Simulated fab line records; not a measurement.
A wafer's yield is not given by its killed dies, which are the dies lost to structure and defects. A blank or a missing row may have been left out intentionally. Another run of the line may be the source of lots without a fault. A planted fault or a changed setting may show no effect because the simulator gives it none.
Matching of chambers || flow sky130 || cmp-02 running SKY_FIELD_ISO_CMP_27: 4 sister chambers
The step polishes, stops on Si3N4, t overpolish 16 s, target thk 457.8 nm. 16 wafers are shown with their chamber, then 8 later ones without.

## WAFERS, EACH WITH ITS CHAMBER
{"wafer": "L704.2", "chamber": 2, "motor_current_A (A)": 13.9, "time_to_endpoint_s (s)": 105, "overpolish_run_s (s)": 15.992}
{"wafer": "L704.3", "chamber": 0, "motor_current_A (A)": 10.7, "time_to_endpoint_s (s)": 115, "overpolish_run_s (s)": 15.995}
{"wafer": "L704.6", "chamber": 2, "motor_current_A (A)": 14.5, "time_to_endpoint_s (s)": 106, "overpolish_run_s (s)": 15.995}
{"wafer": "L709.2", "chamber": 1, "motor_current_A (A)": 11.6, "time_to_endpoint_s (s)": 105, "overpolish_run_s (s)": 16.004}
{"wafer": "L709.4", "chamber": 2, "motor_current_A (A)": 14.1, "time_to_endpoint_s (s)": 110, "overpolish_run_s (s)": 15.997}
{"wafer": "L709.6", "chamber": 0, "motor_current_A (A)": 11.4, "time_to_endpoint_s (s)": 121, "overpolish_run_s (s)": 16.020}
{"wafer": "L715.2", "chamber": 3, "motor_current_A (A)": 14.2, "time_to_endpoint_s (s)": 113, "overpolish_run_s (s)": 16.002}
{"wafer": "L715.5", "chamber": 0, "motor_current_A (A)": 11.3, "time_to_endpoint_s (s)": 115, "overpolish_run_s (s)": 15.985}
{"wafer": "L715.6", "chamber": 1, "motor_current_A (A)": 11.6, "time_to_endpoint_s (s)": 102, "overpolish_run_s (s)": 16.005}
{"wafer": "L716.2", "chamber": 3, "motor_current_A (A)": 14.3, "time_to_endpoint_s (s)": 108, "overpolish_run_s (s)": 16.009}
{"wafer": "L716.3", "chamber": 1, "motor_current_A (A)": 11.7, "time_to_endpoint_s (s)": 107, "overpolish_run_s (s)": 16.000}
{"wafer": "L716.4", "chamber": 0, "motor_current_A (A)": 11.2, "time_to_endpoint_s (s)": 120, "overpolish_run_s (s)": 15.994}
{"wafer": "L719.2", "chamber": 0, "motor_current_A (A)": 11.5, "time_to_endpoint_s (s)": 120, "overpolish_run_s (s)": 15.999}
{"wafer": "L719.3", "chamber": 3, "motor_current_A (A)": 13.8, "time_to_endpoint_s (s)": 112, "overpolish_run_s (s)": 15.990}
{"wafer": "L719.5", "chamber": 2, "motor_current_A (A)": 13.5, "time_to_endpoint_s (s)": 110, "overpolish_run_s (s)": 15.992}
{"wafer": "L724.1", "chamber": 3, "motor_current_A (A)": 13.6, "time_to_endpoint_s (s)": 112, "overpolish_run_s (s)": 15.991}

SIGNATURES, as means of the wafers listed above
{"reading": "motor_current_A", "chamber 0": 11.220, "chamber 1": 11.633, "chamber 2": 14.000, "chamber 3": 13.975, "scatter within a chamber": 0.322}
{"reading": "time_to_endpoint_s", "chamber 0": 118.20, "chamber 1": 104.67, "chamber 2": 107.75, "chamber 3": 111.25, "scatter within a chamber": 2.63}
{"reading": "overpolish_run_s", "chamber 0": 15.99860, "chamber 1": 16.00300, "chamber 2": 15.99400, "chamber 3": 15.99800, "scatter within a chamber": 0.00894}
Rule: distance of a wafer from a chamber = root of the sum over the readings of ((wafer's reading minus chamber's mean) / reading's scatter) squared. If the next closest chamber is less than 2 further off than the closest, the wafer can't be placed; otherwise it belongs to the closest. The scatter: the root of (the sum of the squares of (reading less its chamber's mean) over the shown wafers, divided by (wafers less chambers)).

## WAFERS WITHOUT THEIR CHAMBER
{"wafer": "L724.3", "motor_current_A (A)": 11.0, "time_to_endpoint_s (s)": 118, "overpolish_run_s (s)": 16.008}
{"wafer": "L724.6", "motor_current_A (A)": 11.7, "time_to_endpoint_s (s)": 104, "overpolish_run_s (s)": 16.018}
{"wafer": "L725.1", "motor_current_A (A)": 14.2, "time_to_endpoint_s (s)": 114, "overpolish_run_s (s)": 15.998}
{"wafer": "L725.3", "motor_current_A (A)": 11.4, "time_to_endpoint_s (s)": 124, "overpolish_run_s (s)": 15.992}
{"wafer": "L725.4", "motor_current_A (A)": 13.5, "time_to_endpoint_s (s)": 119, "overpolish_run_s (s)": 15.990}
{"wafer": "L726.1", "motor_current_A (A)": 14.6, "time_to_endpoint_s (s)": 110, "overpolish_run_s (s)": 15.985}
{"wafer": "L726.3", "motor_current_A (A)": 11.9, "time_to_endpoint_s (s)": 118, "overpolish_run_s (s)": 16.005}
{"wafer": "L726.4", "motor_current_A (A)": 13.3, "time_to_endpoint_s (s)": 114, "overpolish_run_s (s)": 16.014}

## CHAMBER TAKEN BY EACH
{"wafer": "L724.3", "from the rows above": 0, "in truth": 0}
{"wafer": "L724.6", "from the rows above": 1, "in truth": 1}
{"wafer": "L725.1", "from the rows above": "can't be placed: 3 or 2", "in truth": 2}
{"wafer": "L725.3", "from the rows above": 0, "in truth": 0}
{"wafer": "L725.4", "from the rows above": "can't be placed: 3 or 2", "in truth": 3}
{"wafer": "L726.1", "from the rows above": "can't be placed: 2 or 3", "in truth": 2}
{"wafer": "L726.3", "from the rows above": 0, "in truth": 0}
{"wafer": "L726.4", "from the rows above": "can't be placed: 3 or 2", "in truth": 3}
Placed correctly: 4 of 8. From these rows, 4 cannot be placed; in 4 the true chamber is one of the candidates. Number placed wrongly: 0.
